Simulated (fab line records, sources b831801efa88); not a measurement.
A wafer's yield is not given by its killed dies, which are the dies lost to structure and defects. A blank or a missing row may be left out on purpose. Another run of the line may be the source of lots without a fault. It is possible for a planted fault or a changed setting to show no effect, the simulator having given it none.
Comparing a struck lot with a sound one | flow sky130 | 29 out of 708 route steps
Sound: the wafers L956.2, L956.3, L956.5. Struck: wafer L964.1 (L964.3, L964.6, from the same lot, were not struck and are left out); the cause is given at the end.
At each step with rows: each side's tool, then ch and its chambers, then its first start. Under that, the readings that differ: sound wafers | struck wafers | difference of the means | sigmas: that difference in standard deviations of wafers without a fault.
alike: same words and numbers on both sides, and readings whose means sit less than 2 such deviations apart. not compared: any withheld reading, any reading some wafer has no value for, any bound like >300 that may hide the same value, and any number with overlapping values for which the record gives no deviation.
A row with sigmas, a row that says differs or no value, or rows on one side alone: a step with any of these is where the two part. Numbers that have no deviation but don't overlap get no sigmas and don't part them. Lack of a reading on every wafer of one side parts them only where that side has two or more wafers.

SKY_SD_N_OVL_MEAS_08:
  struck on overlay-02, day 30 10:35; sound on overlay-02, day 27 22:26
  alike: SD_N_OVL
then, 2 steps without rows for these wafers: SKY_SD_N_IMPLANT_09; SKY_SD_N_IMPLANT_10.
SKY_SD_N_STRIP_11: strips in O2/N2.
  sound on plasma-asher-01 ch 0,1, day 27 22:46; struck on plasma-asher-01 ch 0, day 30 10:56
  alike: drypump-motor-current-A, oes-product-au, strip-time-to-endpoint-s
  not compared: rf-hours-counter-h
SKY_SD_N_TW_MEAS_12:
  struck on film-metro-04, day 30 11:02; sound on film-metro-03, day 27 22:53
  reading | sound          | struck | difference | sigmas
  SD_N_TW | 3946 3944 3942 | 4018   | +74        | +3
then, 1 step without rows for these wafers: SKY_SD_N_CLEAN_13 (cleans in SC1/SC2, time 150 s).
SKY_SD_N_RTA_14: time 2 s.
  sound on rtp-anneal-01 ch 0, day 27 22:59; struck on rtp-anneal-01 ch 0, day 30 11:08
  alike: lamp-power-pct, wafer_temp_C_max
SKY_SD_N_RS_MEAS_16: a four-point-probe measurement.
  struck on film-metro-02, day 30 11:19; sound on film-metro-04, day 27 23:11
  alike: SD_N_RS
SKY_SD_N_RS_MEAS_17: a four-point-probe measurement.
  struck on film-metro-02, day 30 11:26; sound on film-metro-04, day 27 23:18
  alike: SD_P_RS
SKY_SD_N_RS_MEAS_18: a four-point-probe measurement.
  struck on film-metro-02, day 30 11:33; sound on film-metro-04, day 27 23:25
  alike: RES_XHIGH_RS
then, 1 step without rows for these wafers: SKY_SALICIDE_CLEAN_00 (cleans in HF-last, time 30 s).
SKY_LI_CONTACT_HDPCVD_00: deposits PSG, target thk 930 nm, time 155 s.
  sound on hdpcvd-01 ch 1,2, day 27 23:32; struck on hdpcvd-02 ch 0,2, day 30 11:41
SKY_LI_CONTACT_THK_MEAS_01:
  struck on film-metro-02, day 30 11:47; sound on film-metro-03, day 27 23:39
  reading                    | sound       | struck | difference | sigmas
  LI_CONTACT_HDPCVD_THK (nm) | 932 928 930 | 769    | -161       | -16
SKY_LI_CONTACT_CMP_02: polishes PSG.
  sound on cmp-01 ch 0,2, day 27 23:42; struck on cmp-02 ch 3, day 30 11:54
  reading             | sound          | struck | difference | sigmas
  motor-current-A (A) | 11.6 10.7 12.3 | 15.5   | +4.0       | +3
  alike: time-to-endpoint-s
SKY_LI_CONTACT_BOW_MEAS_03:
  struck on film-metro-02, day 30 12:09; sound on film-metro-04, day 28 00:01
  alike: LI_CONTACT_BOW
then, 8 steps without rows for these wafers: SKY_LI_CONTACT_DEHYDRATE_04 (time 60 s); SKY_LI_CONTACT_HMDS_05 (prime time 60 s); SKY_LI_CONTACT_COAT_06 (resist thk 60 nm); SKY_LI_CONTACT_COAT_07 (resist thk 450 nm); SKY_LI_CONTACT_SOFTBAKE_08 (time 90 s); SKY_LI_CONTACT_EXPOSE_09 (exposes mask LICM1, target cd 170 nm); SKY_LI_CONTACT_PEB_10; SKY_LI_CONTACT_DEVELOP_11 (develop time 60 s).
SKY_LI_CONTACT_CD_MEAS_12 targets a cd of 170 nm.
  struck on cd-sem-02, day 31 16:05; sound on cd-sem-01, day 29 03:52
  reading    | sound             | struck | difference | sigmas
  cd-nm (nm) | 168.3 169.6 168.3 | 171.7  | +3.0       | +2
SKY_LI_CONTACT_OVL_MEAS_13:
  struck on overlay-01, day 31 16:13; sound on overlay-02, day 29 03:58
  alike: LI_CONTACT_OVL
SKY_LI_CONTACT_ETCH_14: etches BARC in N2/H2, stops on SiO2, time 45.9 s, target depth 60 nm.
  sound on rie-diel-02 ch 0,2,3, day 29 04:00; struck on rie-diel-03 ch 3, day 31 16:15
  alike: drypump-motor-current-A, oes-product-au, throttle-valve-pct
  not compared: rf-hours-counter-h
SKY_LI_CONTACT_ETCH_15: etches PSG in C4F8/O2/Ar, stops on Si, target depth 600 nm.
  sound on rie-diel-02 ch 0,2,3, day 29 04:02; struck on rie-diel-03 ch 3, day 31 16:17
  reading               | sound             | struck | difference | sigmas
  oes-product-au (a.u.) | 0.840 0.842 0.844 | 0.720  | -0.122     | -28
SKY_LI_CONTACT_STRIP_16: strips in O2/N2.
  sound on plasma-asher-04 ch 0,1, day 29 04:07; struck on plasma-asher-04 ch 0, day 31 16:22
  alike: drypump-motor-current-A, oes-product-au, strip-time-to-endpoint-s
  not compared: rf-hours-counter-h
-- the record jumps here: 16 days lie between the struck wafers' starts before and after (it left off in module LI_CONTACT and takes up again in module PAD_OPEN, whose first step shown is number 708 of the route) --
SKY_PAD_OPEN_PROBE_99:
  struck on prober-01, day 47 15:14; sound on prober-02, day 45 18:35
  reading             | sound    | struck | difference | sigmas
  killed-at-front-end | 11 14 14 | 23     | +10        | +2
  killed-dies         | 81 77 81 | 100    | +20        | +2
  alike: killed_at_M0_to_M3, killed_at_M4_up, killed-at-contacts, killed-at-other, killed-open, killed-short

== WHERE THEY PART ==
At SKY_SD_N_TW_MEAS_12 first; at SKY_PAD_OPEN_PROBE_99 last (within this record only).

WHY: what the simulator had put in
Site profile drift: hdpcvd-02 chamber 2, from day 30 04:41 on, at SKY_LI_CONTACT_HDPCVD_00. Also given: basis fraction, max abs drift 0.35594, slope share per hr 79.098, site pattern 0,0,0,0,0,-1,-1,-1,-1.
